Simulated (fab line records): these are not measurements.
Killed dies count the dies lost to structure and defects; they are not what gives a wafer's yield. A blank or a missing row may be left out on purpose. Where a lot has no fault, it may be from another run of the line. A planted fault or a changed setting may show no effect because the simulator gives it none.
Commonality check across tools :: flow sky130 :: 12 lots, 36 wafers sampled

WHY IT WAS OPENED
At SKY_LDD_P_TW_MEAS_11 the reading LDD_P_TW is flagged on 2 of 12 lots. No-fault wafers: 631, standard deviation 4.7.
Rule: a lot is flagged when every wafer of it that has a number lies more than 4 standard deviations from that mean, or none has a number. The rest of the lots are taken to be sound.

lot: L997
measured: day 18 23:08
on: film_metro-03
LDD_P_TW, wafer by wafer: 636 636 636
flag: 

lot: L998
measured: day 19 04:06
on: film_metro-03
LDD_P_TW, wafer by wafer: 634 637 633
flag: 

lot: L999
measured: day 20 05:34
on: film_metro-02
LDD_P_TW, wafer by wafer: 625 624 624
flag: 

lot: L100
measured: day 20 08:05
on: film_metro-04
LDD_P_TW, wafer by wafer: 637 639 636
flag: 

lot: L101
measured: day 21 17:43
on: film_metro-03
LDD_P_TW, wafer by wafer: 635 634 632
flag: 

lot: L105
measured: day 22 05:32
on: film_metro-02
LDD_P_TW, wafer by wafer: 622 625 629
flag: 

lot: L109
measured: day 23 11:32
on: film_metro-04
LDD_P_TW, wafer by wafer: 457 458 459
flag: FLAGGED

lot: L112
measured: day 24 07:58
on: film_metro-04
LDD_P_TW, wafer by wafer: 459 460 458
flag: FLAGGED

lot: L116
measured: day 25 22:04
on: film_metro-03
LDD_P_TW, wafer by wafer: 633 628 634
flag: 

lot: L118
measured: day 26 08:17
on: film_metro-04
LDD_P_TW, wafer by wafer: 636 635 639
flag: 

lot: L119
measured: day 26 15:35
on: film_metro-02
LDD_P_TW, wafer by wafer: 624 625 623
flag: 

lot: L120
measured: day 26 23:44
on: film_metro-03
LDD_P_TW, wafer by wafer: 632 631 638
flag: 
On average the flagged lots' numbers are 458, which is -172 against the usual, or -37 standard deviations.

WHICH TOOL RAN EACH LOT
Before the reading, the record contains 3 process steps out of a 708-step route. In each cell: the tool, then ch and the chambers that the sampled wafers went through, then the start.
lot: L997
flag: 
SKY_NWELL_RTA_28: rtp_anneal-01 ch 0, day 5 04:55
SKY_POLY_GATE_STRIP_18: plasma_asher-02 ch 0,1, day 16 08:35
SKY_LDD_P_IMPLANT_09: implanter-03 ch 0, day 18 22:53

lot: L998
flag: 
SKY_NWELL_RTA_28: rtp_anneal-02 ch 0, day 5 11:35
SKY_POLY_GATE_STRIP_18: plasma_asher-02 ch 0,1, day 16 12:37
SKY_LDD_P_IMPLANT_09: implanter-04 ch 0, day 19 03:53

lot: L999
flag: 
SKY_NWELL_RTA_28: rtp_anneal-01 ch 0, day 6 01:08
SKY_POLY_GATE_STRIP_18: plasma_asher-03 ch 0,1, day 17 12:44
SKY_LDD_P_IMPLANT_09: implanter-02 ch 0, day 20 05:19

lot: L100
flag: 
SKY_NWELL_RTA_28: rtp_anneal-02 ch 0, day 6 05:25
SKY_POLY_GATE_STRIP_18: plasma_asher-02 ch 0,1, day 17 15:35
SKY_LDD_P_IMPLANT_09: implanter-03 ch 0, day 20 07:51

lot: L101
flag: 
SKY_NWELL_RTA_28: rtp_anneal-01 ch 0, day 6 13:10
SKY_POLY_GATE_STRIP_18: plasma_asher-03 ch 0,1, day 19 01:06
SKY_LDD_P_IMPLANT_09: implanter-02 ch 0, day 21 17:29

lot: L105
flag: 
SKY_NWELL_RTA_28: rtp_anneal-01 ch 0, day 7 10:15
SKY_POLY_GATE_STRIP_18: plasma_asher-04 ch 0,1, day 19 12:29
SKY_LDD_P_IMPLANT_09: implanter-04 ch 0, day 22 05:17

lot: L109
flag: FLAGGED
SKY_NWELL_RTA_28: rtp_anneal-01 ch 0, day 8 08:44
SKY_POLY_GATE_STRIP_18: plasma_asher-04 ch 0,1, day 20 18:38
SKY_LDD_P_IMPLANT_09: implanter-04 ch 0, day 23 11:17

lot: L112
flag: FLAGGED
SKY_NWELL_RTA_28: rtp_anneal-02 ch 0, day 9 03:10
SKY_POLY_GATE_STRIP_18: plasma_asher-04 ch 0,1, day 21 17:43
SKY_LDD_P_IMPLANT_09: implanter-04 ch 0, day 24 07:44

lot: L116
flag: 
SKY_NWELL_RTA_28: rtp_anneal-01 ch 0, day 10 05:11
SKY_POLY_GATE_STRIP_18: plasma_asher-02 ch 0,1, day 23 08:52
SKY_LDD_P_IMPLANT_09: implanter-02 ch 0, day 25 21:51

lot: L118
flag: 
SKY_NWELL_RTA_28: rtp_anneal-01 ch 0, day 10 15:04
SKY_POLY_GATE_STRIP_18: plasma_asher-02 ch 0,1, day 23 18:55
SKY_LDD_P_IMPLANT_09: implanter-02 ch 0, day 26 08:02

lot: L119
flag: 
SKY_NWELL_RTA_28: rtp_anneal-01 ch 0, day 10 17:44
SKY_POLY_GATE_STRIP_18: plasma_asher-03 ch 0,1, day 24 00:41
SKY_LDD_P_IMPLANT_09: implanter-03 ch 0, day 26 15:20

lot: L120
flag: 
SKY_NWELL_RTA_28: rtp_anneal-01 ch 0, day 11 02:46
SKY_POLY_GATE_STRIP_18: plasma_asher-02 ch 0,1, day 24 11:32
SKY_LDD_P_IMPLANT_09: implanter-03 ch 0, day 26 23:29
What these steps do:
- SKY_NWELL_RTA_28: time 30 s.
- SKY_POLY_GATE_STRIP_18: strips in O2/N2.
- SKY_LDD_P_IMPLANT_09
- SKY_LDD_P_TW_MEAS_11

FLAGGED AGAINST TOTAL, ONE TOOL AT A TIME (gauges that did the reading follow at the end)
step: SKY_NWELL_RTA_28
tool: rtp_anneal-01
lots run: 9
flagged: 1
share of the flagged lots: some
sound lots run after its first flagged lot: 4 (L116,L118,L119,L120)

step: SKY_NWELL_RTA_28
tool: rtp_anneal-02
lots run: 3
flagged: 1
share of the flagged lots: some
sound lots run after its first flagged lot: 0

step: SKY_POLY_GATE_STRIP_18
tool: plasma_asher-02
lots run: 6
flagged: 0
share of the flagged lots: none
sound lots run after its first flagged lot: -

step: SKY_POLY_GATE_STRIP_18
tool: plasma_asher-03
lots run: 3
flagged: 0
share of the flagged lots: none
sound lots run after its first flagged lot: -

step: SKY_POLY_GATE_STRIP_18
tool: plasma_asher-04
lots run: 3
flagged: 2
share of the flagged lots: all
sound lots run after its first flagged lot: 0

step: SKY_LDD_P_IMPLANT_09
tool: implanter-02
lots run: 4
flagged: 0
share of the flagged lots: none
sound lots run after its first flagged lot: -

step: SKY_LDD_P_IMPLANT_09
tool: implanter-03
lots run: 4
flagged: 0
share of the flagged lots: none
sound lots run after its first flagged lot: -

step: SKY_LDD_P_IMPLANT_09
tool: implanter-04
lots run: 4
flagged: 2
share of the flagged lots: all
sound lots run after its first flagged lot: 0

step: SKY_LDD_P_TW_MEAS_11
tool: film_metro-02
lots run: 3
flagged: 0
share of the flagged lots: none
sound lots run after its first flagged lot: -

step: SKY_LDD_P_TW_MEAS_11
tool: film_metro-03
lots run: 5
flagged: 0
share of the flagged lots: none
sound lots run after its first flagged lot: -

step: SKY_LDD_P_TW_MEAS_11
tool: film_metro-04
lots run: 4
flagged: 2
share of the flagged lots: all
sound lots run after its first flagged lot: 1 (L118)

WHAT IS ALLOWED BY THE TABLE
All flagged lots were run by 3 table rows, namely plasma_asher-04 at SKY_POLY_GATE_STRIP_18, implanter-04 at SKY_LDD_P_IMPLANT_09, film_metro-04 at SKY_LDD_P_TW_MEAS_11.
- plasma_asher-04 at SKY_POLY_GATE_STRIP_18 ran 3 lots, 2 of them flagged. It ran its last sound lot, L105, at day 19 12:29 and its first flagged lot, L109, at day 20 18:38: a fault with its onset between the two fits.
- implanter-04 at SKY_LDD_P_IMPLANT_09 ran 4 lots, 2 of them flagged. It ran its last sound lot, L105, at day 22 05:17 and its first flagged lot, L109, at day 23 11:17: a fault with its onset between the two fits. Its own readings (dose_ions_cm2, faraday_current_uA) fall more than 4 standard deviations out on all wafers of the flagged lots.
- film_metro-04 at SKY_LDD_P_TW_MEAS_11 ran 4 lots, 2 of them flagged. Sound lots followed the first flagged one (L118) on it, something a lasting fault affecting the whole tool could not allow.
Counting lots can't tell these 2 tools apart, because each fits a fault that began at some hour. More lots, or a look at what each step does to the wafer, might.

WHAT THE SIMULATOR HAD INSERTED
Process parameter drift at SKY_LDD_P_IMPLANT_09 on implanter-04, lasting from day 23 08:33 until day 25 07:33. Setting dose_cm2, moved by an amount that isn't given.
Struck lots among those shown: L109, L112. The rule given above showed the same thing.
